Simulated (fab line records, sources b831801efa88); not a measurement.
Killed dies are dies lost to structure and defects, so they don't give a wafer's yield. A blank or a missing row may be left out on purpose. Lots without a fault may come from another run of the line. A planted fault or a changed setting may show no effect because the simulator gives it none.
A struck lot beside a sound one | flow sky130 | 14 steps out of a route of 708
Sound: wafers L251.2, L251.4, L251.5. Struck: wafers L245.1, L245.3, L245.6. The cause comes at the end.
At each step with rows: each side's tool, then ch and its chambers, then its first start. Under that, the readings that differ: sound wafers | struck wafers | difference of the means | sigmas: that difference in standard deviations of wafers without a fault.
alike: readings whose means differ by less than 2 such deviations, and words and numbers that are the same on both sides. not compared: withheld readings, readings that some wafer has no value for, bounds like >300 that may hide the same value, and numbers for which the record gives no deviation and whose values overlap.
The two part at a step that has a row with sigmas, a row that says differs or no value, or rows on one side only. Numbers that don't overlap but have no deviation are shown without sigmas and don't part them. A reading that every wafer of one side lacks parts them only if that side has two wafers or more.

first, 1 step without rows for these wafers: SKY_CAP2M_DEVELOP_11 (develop time 60 s).
SKY_CAP2M_OVL_MEAS_12:
  sound on overlay-02, day 45 21:13; struck on overlay-02, day 44 14:32
  alike: CAP2M_OVL
SKY_CAP2M_METAL_ETCH_13: etches TiN in Cl2/BCl3, stops on SiO2, target depth 220 nm, time 62.9 s.
  sound on rie_metal-04 ch 0, day 45 21:15; struck on rie_metal-01 ch 0,1, day 44 14:34
  alike: drypump_motor_current_A, oes_product_au, throttle_valve_pct
  not compared: rf_hours_counter_h
SKY_CAP2M_STRIP_14: strips in O2/N2.
  sound on plasma_asher-01 ch 0,1, day 45 21:20; struck on plasma_asher-04 ch 0, day 44 14:38
  alike: drypump_motor_current_A, o2_flow_sccm, oes_product_au, strip_time_to_endpoint_s
  not compared: rf_hours_counter_h
then, 8 steps without rows for these wafers: SKY_CAP2M_STRIP_15 (strips in post etch residue remover, time 1200 s); SKY_CAP2M_CLEAN_16 (cleans in IPA, time 180 s); SKY_CAP2M_CLEAN_17 (cleans in O3/DIW); SKY_METAL4_DEHYDRATE_05 (time 60 s); SKY_METAL4_HMDS_06 (prime time 60 s); SKY_METAL4_COAT_07 (resist thk 60 nm); SKY_METAL4_COAT_08 (resist thk 1140 nm); SKY_METAL4_SOFTBAKE_09 (time 90 s).
SKY_METAL4_EXPOSE_10: exposes mask MM4, target cd 300 nm.
  sound on krf_scanner-02 ch 0, day 46 08:46; struck on krf_scanner-01, day 45 02:04
  no value came back on the struck wafers for exposure_dose_mJ_cm2, focus_offset_nm (nm); on the sound wafers exposure_dose_mJ_cm2 reads 27.821 27.889 27.874
  alike: mask
then, 1 step without rows for these wafers: SKY_METAL4_PEB_11.

WHERE THEY PART
Only at SKY_METAL4_EXPOSE_10, within this record.

WHY: what the simulator had put in
Skipped step whole: krf_scanner-01, from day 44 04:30 on, at SKY_METAL4_EXPOSE_10. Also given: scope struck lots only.
